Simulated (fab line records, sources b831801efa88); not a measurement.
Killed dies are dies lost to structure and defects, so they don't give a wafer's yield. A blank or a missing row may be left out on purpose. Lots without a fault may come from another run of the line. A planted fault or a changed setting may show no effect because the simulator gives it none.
Which tool did it? | flow sky130 | 24 lots, 72 wafers sampled, at 3 steps of a route of 708

WHAT THE GAUGES READ, wafer by wafer
SKY_METAL4_CD_MEAS_13: target cd 300 nm.
lot  | measured     | on        | cd_nm (nm)
L074 | day 42 05:44 | cd_sem-01 | 297.9 298.8 298.4
L075 | day 42 08:01 | cd_sem-02 | 299.7 300.6 299.1
L076 | day 42 15:55 | cd_sem-01 | 300.8 299.6 297.8
L077 | day 43 07:05 | cd_sem-01 | 301.5 300.4 302.2
L079 | day 43 14:58 | cd_sem-02 | 299.2 297.7 297.6
L078 | day 43 15:58 | cd_sem-01 | 299.8 300.0 300.9
L080 | day 43 16:53 | cd_sem-02 | 299.0 299.8 298.2
L081 | day 44 17:10 | cd_sem-02 | 302.0 299.2 301.0
L083 | day 44 22:17 | cd_sem-01 | 297.8 299.1 298.3
L082 | day 45 00:41 | cd_sem-01 | 299.4 299.5 298.6
L084 | day 45 03:19 | cd_sem-01 | 302.4 301.7 300.6
L085 | day 45 13:32 | cd_sem-02 | 303.3 301.7 301.5
L086 | day 45 18:26 | cd_sem-01 | 301.5 299.9 300.6
L088 | day 46 10:17 | cd_sem-01 | 300.1 299.1 299.0
L087 | day 46 11:16 | cd_sem-02 | 299.6 299.3 299.7
L090 | day 46 11:44 | cd_sem-01 | 296.1 296.4 297.1
L089 | day 46 12:31 | cd_sem-01 | 298.7 299.1 299.9
L091 | day 46 17:16 | cd_sem-01 | 297.5 297.4 297.6
L092 | day 46 20:59 | cd_sem-01 | 298.2 299.6 300.3
L093 | day 47 05:28 | cd_sem-01 | 299.9 301.0 301.5
L094 | day 47 08:20 | cd_sem-02 | 299.9 299.5 300.0
L095 | day 47 12:40 | cd_sem-02 | 299.8 300.8 299.4
L096 | day 47 19:26 | cd_sem-02 | 300.7 300.6 300.5
L097 | day 47 21:50 | cd_sem-01 | 302.0 302.1 300.9

WHICH TOOL RAN EACH LOT (tool, then ch and the chambers of the sampled wafers, then the start)
lot  | SKY_VIA2_STRIP_16                    | SKY_VIA2_CVD_21
L074 | plasma_asher-01 ch 0,1, day 36 18:02 | cvd_w-01 ch 0,1, day 36 18:41
L075 | plasma_asher-03 ch 0,1, day 36 19:41 | cvd_w-01 ch 0,1, day 36 20:22
L076 | plasma_asher-01 ch 0,1, day 37 07:53 | cvd_w-01 ch 0,1, day 37 08:32
L077 | plasma_asher-02 ch 0,1, day 37 23:42 | cvd_w-02 ch 0, day 38 00:21
L079 | plasma_asher-02 ch 0,1, day 38 08:44 | cvd_w-01 ch 0,1, day 38 09:23
L078 | plasma_asher-02 ch 0,1, day 38 09:23 | cvd_w-01 ch 0,1, day 38 10:02
L080 | plasma_asher-03 ch 0,1, day 38 09:55 | cvd_w-02 ch 0,1, day 38 10:35
L081 | plasma_asher-02 ch 0,1, day 39 12:08 | cvd_w-02 ch 0,1, day 39 12:47
L083 | plasma_asher-01 ch 0,1, day 39 17:59 | cvd_w-01 ch 0,1, day 39 18:38
L082 | plasma_asher-02 ch 0,1, day 39 22:08 | cvd_w-01 ch 0,1, day 39 22:47
L084 | plasma_asher-01 ch 0,1, day 40 02:09 | cvd_w-01 ch 0, day 40 02:48
L085 | plasma_asher-01 ch 0,1, day 40 12:38 | cvd_w-02 ch 0,1, day 40 13:17
L086 | plasma_asher-01 ch 0,1, day 40 18:12 | cvd_w-01 ch 0, day 40 18:52
L088 | plasma_asher-03 ch 0,1, day 41 10:53 | cvd_w-02 ch 0, day 41 11:32
L087 | plasma_asher-02 ch 0,1, day 41 11:50 | cvd_w-01 ch 0,1, day 41 12:31
L090 | plasma_asher-02 ch 0,1, day 41 13:28 | cvd_w-01 ch 0,1, day 41 14:08
L089 | plasma_asher-02 ch 1, day 41 15:02   | cvd_w-01 ch 0,1, day 41 15:41
L091 | plasma_asher-03 ch 0,1, day 41 19:10 | cvd_w-01 ch 0,1, day 41 19:50
L092 | plasma_asher-02 ch 0,1, day 41 22:48 | cvd_w-01 ch 0,1, day 41 23:28
L093 | plasma_asher-03 ch 0,1, day 42 11:28 | cvd_w-02 ch 0,1, day 42 12:08
L094 | plasma_asher-01 ch 0,1, day 42 12:37 | cvd_w-02 ch 0,1, day 42 13:17
L095 | plasma_asher-01 ch 0,1, day 42 17:47 | cvd_w-01 ch 0,1, day 42 18:26
L096 | plasma_asher-03 ch 0,1, day 43 02:59 | cvd_w-02 ch 0,1, day 43 03:38
L097 | plasma_asher-03 ch 0,1, day 43 05:56 | cvd_w-01 ch 0,1, day 43 06:35
- SKY_VIA2_STRIP_16: strips in O2/N2.
- SKY_VIA2_CVD_21: deposits W, target thk 420 nm, time 126.4 s.

WHAT THE TOOLS THEMSELVES READ (means of the sampled wafers that have a number; where no wafer has one, the mark that the record gives instead)
SKY_VIA2_STRIP_16.
lot  | tool            | drypump_motor_current_A (A) | oes_product_au (a.u.) | strip_time_to_endpoint_s (s)
L074 | plasma_asher-01 | 5.4                         | 0.402                 | 4.035
L075 | plasma_asher-03 | 5.4                         | 0.400                 | 4.060
L076 | plasma_asher-01 | 5.4                         | 0.397                 | 4.024
L077 | plasma_asher-02 | 6.1                         | 0.403                 | 4.031
L079 | plasma_asher-02 | 6.2                         | 0.401                 | 4.057
L078 | plasma_asher-02 | 6.2                         | 0.401                 | 4.045
L080 | plasma_asher-03 | 5.4                         | 0.399                 | 4.036
L081 | plasma_asher-02 | 6.2                         | 0.400                 | 4.044
L083 | plasma_asher-01 | 5.6                         | 0.398                 | 4.028
L082 | plasma_asher-02 | 6.1                         | 0.398                 | 4.040
L084 | plasma_asher-01 | 5.4                         | 0.400                 | 4.048
L085 | plasma_asher-01 | 5.6                         | 0.398                 | 4.049
L086 | plasma_asher-01 | 5.6                         | 0.398                 | 4.038
L088 | plasma_asher-03 | 5.4                         | 0.397                 | 4.056
L087 | plasma_asher-02 | 6.2                         | 0.398                 | 4.034
L090 | plasma_asher-02 | 6.1                         | 0.401                 | 4.023
L089 | plasma_asher-02 | 5.9                         | 0.404                 | 4.063
L091 | plasma_asher-03 | 5.4                         | 0.399                 | 4.043
L092 | plasma_asher-02 | 6.3                         | 0.400                 | 4.053
L093 | plasma_asher-03 | 5.4                         | 0.393                 | 4.049
L094 | plasma_asher-01 | 5.6                         | 0.396                 | 4.020
L095 | plasma_asher-01 | 5.6                         | 0.398                 | 4.067
L096 | plasma_asher-03 | 5.4                         | 0.398                 | 4.046
L097 | plasma_asher-03 | 5.4                         | 0.397                 | 4.031

SKY_VIA2_CVD_21.
lot  | tool     | heater_power_w (W)
L074 | cvd_w-01 | 949
L075 | cvd_w-01 | 942
L076 | cvd_w-01 | 943
L077 | cvd_w-02 | 834
L079 | cvd_w-01 | 929
L078 | cvd_w-01 | 950
L080 | cvd_w-02 | 961
L081 | cvd_w-02 | 917
L083 | cvd_w-01 | 896
L082 | cvd_w-01 | 896
L084 | cvd_w-01 | 909
L085 | cvd_w-02 | 916
L086 | cvd_w-01 | 907
L088 | cvd_w-02 | 845
L087 | cvd_w-01 | 852
L090 | cvd_w-01 | 889
L089 | cvd_w-01 | 869
L091 | cvd_w-01 | 879
L092 | cvd_w-01 | 897
L093 | cvd_w-02 | 976
L094 | cvd_w-02 | 908
L095 | cvd_w-01 | 897
L096 | cvd_w-02 | 957
L097 | cvd_w-01 | 897

THE ANSWER, worked out from the rows above alone
Rule: what is usual is taken from the lots themselves. Put in order of their means at a reading, lots are off if they are a third of the lots or fewer, leave a main group of 4 or more, and stand apart from it by a gap of 3 or more times the standard deviation of the main group's means; of several such gaps the widest counts. A main group whose means are all the same, to the digits that the tables above print for the reading, isn't used. A lot without any number at a reading at which 4 lots or more have one is off too. The other lots that the step has rows for count as sound. The gauges are gone through in route order, then the tools' own readings, and for those a lot's mean is taken as printed above. The first step at which some lot is off is used, and at that step the reading that is off furthest; a lot without a number counts as furthest.
No lot is off at any reading shown: from this, nothing can be told.

WHAT THE SIMULATOR HAD PUT IN
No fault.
